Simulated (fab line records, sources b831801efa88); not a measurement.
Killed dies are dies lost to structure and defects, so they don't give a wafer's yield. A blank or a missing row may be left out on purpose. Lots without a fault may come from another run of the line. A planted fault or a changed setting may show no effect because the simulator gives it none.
fab line records | flow sky130
record lots=6 wafers=18 last_day=50
route steps=708 shown LDD_HVP@287 LDD_LDN@289
lots that met no fault: from a run of the same line without faults
start_h: hours from the record's first day to the start of the lot's first wafer shown | wait_h: hours since the lot's step before | " the same as in the row above | L1.1+2: a row that stands for several wafers | - no value, or no start given | * or withheld: withheld | < > ~ a bound
route shown NAME@n: a module of which the file shows steps, and the number in the route of the first | usual: mean/standard deviation of fault-free wafers | same: alike in all rows | chamber/n: place in a boat | sites: the reading at each site | _std_site: their standard deviation | _edge_site: outer sites' mean less inner sites' | radius_mm: how far each site lies from the wafer's centre | mask NAME#n: copy n | behind: the tool/chamber that last shaped the wafer | hold: why the lot was held/for how many hours/how that ended | device: the transistor (n, p or np) that didn't switch | end of line: the same wafers' tests at the end of the route | a step without rows: its recipe alone | killed: dies lost to structure and defects at the first sort, not the wafer's yield | map: a wafer's dies, x killed, . not, _ none there
set.NAME: the setting as run; set.NAME@STEP: as run at that earlier step | model.NAME: the simulator's own value behind a step, which no gauge read
lots at some steps of the route; a table a step, a row a wafer
services: from which hour (start_h, from the record's first day; less than 0 if before it) a tool's chamber was out of use, for how many hours, and why
## steps
# step SKY_LDD_HVP_STRIP_09
# recipe chemistry=O2/N2 power_w=1400 pressure_mtorr=1500 platen_temp_c=withheld o2_flow_sccm=3000 n2_flow_sccm=300 overash_fraction=0.5
# usual drypump_motor_current_A=5.5/0.52 oes_product_au=0.409/0.0045 strip_time_to_endpoint_s=4.138/0.017
# columns lot.wafer tool chamber start_h wait_h drypump_motor_current_A oes_product_au rf_hours_counter_h strip_time_to_endpoint_s
L961.3 plasma_asher-02 1 532.85 0.1 4.7 0.406 - 4.115
L961.4 " 0 " " 5.5 0.407 - 4.129
L961.5 " 0 " " 5.5 0.404 - 4.121
L970.1 plasma_asher-02 1 600.67 0.1 4.8 0.403 75 4.169
L970.3 " 1 " " 4.7 0.410 - 4.152
L970.6 " 1 " " 4.8 0.408 - 4.156
L973.4 plasma_asher-02 0 627.45 0.1 5.5 0.419 - 4.140
L973.5 " 0 " " 5.5 0.411 - 4.164
L973.6 " 1 " " 4.8 0.412 - 4.171
L975.2 plasma_asher-01 1 643.16 0.1 6.1 0.412 94 4.107
L975.4 " 0 " " 6.3 0.402 - 4.136
L975.5 " 0 " " 6.3 0.411 - 4.137
L976.1 plasma_asher-04 0 645.56 0.1 5.4 0.404 21 4.131
L976.2 " 1 " " 5.8 0.407 21 4.121
L976.4 " 0 " " 5.4 0.413 - 4.120
L982.1 plasma_asher-02 1 687.62 0.1 4.8 0.406 84 4.150
L982.2 " 0 " " 5.4 0.410 84 4.190
L982.6 " 1 " " 4.8 0.411 - 4.168
# step SKY_LDD_HVP_TW_MEAS_10
# usual LDD_HVP_TW=453/5.7
# columns lot.wafer tool chamber start_h wait_h LDD_HVP_TW
L961.3 film_metro-02 - 532.94 0.1 451
L961.4 " - " " 450
L961.5 " - " " 448
L970.1 film_metro-04 - 600.77 0.1 462
L970.3 " - " " 463
L970.6 " - " " 462
L973.4 film_metro-01 - 627.54 0.1 453
L973.5 " - " " 452
L973.6 " - " " 450
L975.2 film_metro-01 - 643.27 0.1 450
L975.4 " - " " 451
L975.5 " - " " 451
L976.1 film_metro-02 - 645.66 0.1 449
L976.2 " - " " 449
L976.4 " - " " 447
L982.1 film_metro-01 - 687.72 0.1 449
L982.2 " - " " 448
L982.6 " - " " 450
# step SKY_LDD_LDN_DEHYDRATE_00
# recipe temp_c=200 time_s=60
# step SKY_LDD_LDN_HMDS_01
# recipe prime_time_s=60 prime_temp_c=120.4
# step SKY_LDD_LDN_COAT_02
# recipe resist=NOVOLAK spin_rpm=3000 resist_thk_nm=1140
# step SKY_LDD_LDN_SOFTBAKE_03
# recipe temp_c=90 time_s=60 resist=NOVOLAK
# step SKY_LDD_LDN_EXPOSE_04
# recipe mask_id=LDNTM na=0.6 source_shape=conventional sigma_outer=0.6 polarization=unpolarized target_cd_nm=700 dose_mj=140
# step SKY_LDD_LDN_PEB_05
# recipe temp_c=withheld time_s=* resist=NOVOLAK
# step SKY_LDD_LDN_DEVELOP_06
# recipe resist=NOVOLAK developer=TMAH develop_time_s=60 dev_temp_c=23
# step SKY_LDD_LDN_OVL_MEAS_07
# usual LDD_LDN_OVL=0.1/1.3
# columns lot.wafer tool chamber start_h wait_h LDD_LDN_OVL[nm]
L961.3 overlay-01 - 562.88 0.1 0.9
L961.4 " - " " -0.8
L961.5 " - " " -1.3
L970.1 overlay-02 - 629.58 0.1 -1.8
L970.3 " - " " -3.2
L970.6 " - " " -1.3
L973.4 overlay-01 - 655.83 0.1 -0.6
L973.5 " - " " -0.1
L973.6 " - " " 0.0
L975.2 overlay-02 - 671.57 0.1 0.5
L975.4 " - " " -0.8
L975.5 " - " " 0.7
L976.1 overlay-02 - 673.43 0.1 -1.1
L976.2 " - " " -1.0
L976.4 " - " " -1.1
L982.1 overlay-02 - 715.37 0.1 -0.7
L982.2 " - " " -0.6
L982.6 " - " " -0.5
# step SKY_LDD_LDN_IMPLANT_08
# recipe species=As energy_kev=15 dose_cm2=1.25e+13 tilt_deg=withheld rotation_deg=23
# step SKY_LDD_LDN_IMPLANT_09
# recipe species=As energy_kev=15 dose_cm2=1.25e+13 tilt_deg=withheld rotation_deg=113
# step SKY_LDD_LDN_IMPLANT_10
# recipe species=As energy_kev=15 dose_cm2=1.25e+13 tilt_deg=withheld rotation_deg=203
# usual dose_ions_cm2=1.25e+13/1.3e+10 faraday_current_uA=70.4/1.3
# columns lot.wafer tool chamber start_h wait_h dose_ions_cm2 faraday_current_uA
L961.3 implanter-04 0 563.25 0.1 1.2518e+13 70.2
L961.4 " 0 " " 1.2527e+13 72.0
L961.5 " 0 " " 1.2506e+13 73.1
L970.1 implanter-03 0 629.92 0.1 1.2508e+13 70.4
L970.3 " 0 " " 1.2507e+13 70.9
L970.6 " 0 " " 1.2503e+13 71.5
L973.4 implanter-02 0 656.23 0.1 1.2508e+13 68.7
L973.5 " 0 " " 1.2501e+13 71.6
L973.6 " 0 " " 1.2492e+13 71.1
L975.2 implanter-04 0 671.93 0.1 7.132e+12 40.4
L975.4 " 0 " " 7.121e+12 39.7
L975.5 " 0 " " 7.124e+12 38.9
L976.1 implanter-04 0 673.76 0.1 7.129e+12 38.9
L976.2 " 0 " " 7.142e+12 38.2
L976.4 " 0 " " 7.115e+12 39.7
L982.1 implanter-03 0 715.70 0.1 1.2493e+13 70.9
L982.2 " 0 " " 1.2513e+13 71.7
L982.6 " 0 " " 1.2487e+13 70.2
# step SKY_LDD_LDN_IMPLANT_11
# recipe species=As energy_kev=15 dose_cm2=1.25e+13 tilt_deg=withheld rotation_deg=293
# step SKY_LDD_LDN_STRIP_12
# recipe chemistry=O2/N2 power_w=1400 pressure_mtorr=1500 platen_temp_c=withheld o2_flow_sccm=3000 n2_flow_sccm=300 overash_fraction=0.5
# usual drypump_motor_current_A=5.7/0.54 oes_product_au=0.715/0.0043 strip_time_to_endpoint_s=14.20/0.041
# columns lot.wafer tool chamber start_h wait_h drypump_motor_current_A oes_product_au rf_hours_counter_h strip_time_to_endpoint_s
L961.3 plasma_asher-02 1 563.53 0.1 4.7 0.718 - 14.16
L961.4 " 0 " " 5.4 0.716 - 14.14
L961.5 " 1 " " 4.8 0.710 - 14.20
L970.1 plasma_asher-02 1 630.22 0.1 4.8 0.715 79 14.13
L970.3 " 1 " " 4.7 0.712 - 14.18
L970.6 " 1 " " 4.7 0.710 - 14.11
L973.4 plasma_asher-01 1 656.48 0.1 6.1 0.717 - 14.23
L973.5 " 0 " " 6.3 0.720 - 14.24
L973.6 " 1 " " 6.1 0.707 - 14.27
L975.2 plasma_asher-03 0 672.20 0.1 6.2 0.718 57 14.21
L975.4 " 0 " " 6.2 0.719 - 14.26
L975.5 " 0 " " 6.2 0.718 - 14.28
L976.1 plasma_asher-03 0 674.06 0.1 6.2 0.716 57 14.13
L976.2 " 1 " " 5.3 0.724 57 14.17
L976.4 " 0 " " 6.2 0.715 - 14.23
L982.1 plasma_asher-03 1 716.00 0.1 5.3 0.713 61 14.24
L982.2 " 0 " " 6.2 0.714 61 14.23
L982.6 " 0 " " 6.2 0.723 - 14.21
# step SKY_LDD_LDN_TW_MEAS_13
# usual LDD_LDN_TW=1478/17
# columns lot.wafer tool chamber start_h wait_h LDD_LDN_TW
L961.3 film_metro-03 - 563.62 0.1 1483
L961.4 " - " " 1479
L961.5 " - " " 1482
L970.1 film_metro-01 - 630.32 0.1 1459
L970.3 " - " " 1464
L970.6 " - " " 1455
L973.4 film_metro-03 - 656.58 0.1 1502
L973.5 " - " " 1499
L973.6 " - " " 1492
L975.2 film_metro-03 - 672.31 0.1 1439
L975.4 " - " " 1436
L975.5 " - " " 1438
L976.1 film_metro-01 - 674.16 0.1 1403
L976.2 " - " " 1410
L976.4 " - " " 1403
L982.1 film_metro-03 - 716.10 0.1 1493
L982.2 " - " " 1491
L982.6 " - " " 1486
# step SKY_LDD_LDN_CLEAN_14
# recipe chemistry=SC1/SC2 mix=1:4:20 temp_c=70 time_s=150 dry=n2_spin
## services
# columns tool chamber start_h hours kind
implanter-04 - 519.94 2.8 repair
implanter-02 - 546.93 1.2 repair
implanter-03 - 592.37 4.9 repair
implanter-04 - 601.94 0.8 repair
plasma_asher-01 - 615.56 0.8 repair
implanter-04 - 618.27 2.7 repair
plasma_asher-01 - 622.96 10.0 pm
implanter-02 - 625.54 16.6 pm
plasma_asher-01 - 653.28 2.2 repair
implanter-04 - 666.95 3.5 pm
implanter-03 - 667.92 32.1 pm
plasma_asher-01 - 671.20 1.5 repair
plasma_asher-03 - 671.43 0.4 repair
implanter-02 - 676.88 53.7 repair
implanter-02 - 699.35 1.4 repair
implanter-03 - 700.01 4.9 pm
## key
first_sign step=SKY_LDD_LDN_IMPLANT_10 reading=dose_ions_cm2 direction=down sigmas=99+ usual=* struck=*
effect step=SKY_LDD_LDN_IMPLANT_10 reading=faraday_current_uA direction=down sigmas=25 usual=70.4 struck=39.3
effect step=SKY_LDD_LDN_TW_MEAS_13 reading=LDD_LDN_TW direction=down sigmas=3.4 usual=1478 struck=1421
met_at SKY_LDD_LDN_IMPLANT_10
struck_wafers L975.2,L975.4,L975.5,L976.1,L976.2,L976.4
rows_end L975.2,L975.4,L975.5,L976.1,L976.2,L976.4
onset_between 563.25 671.93
fault kind=process_parameter_drift tool=implanter-04 chamber=- onset_h=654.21 steps=SKY_LDD_LDN_IMPLANT_10 channel=dose_cm2 offset=* shape=step end_h=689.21 acts_in=* stated=*
# rows_end: these wafers met a further fault down the route, and their rows from its step on are left out
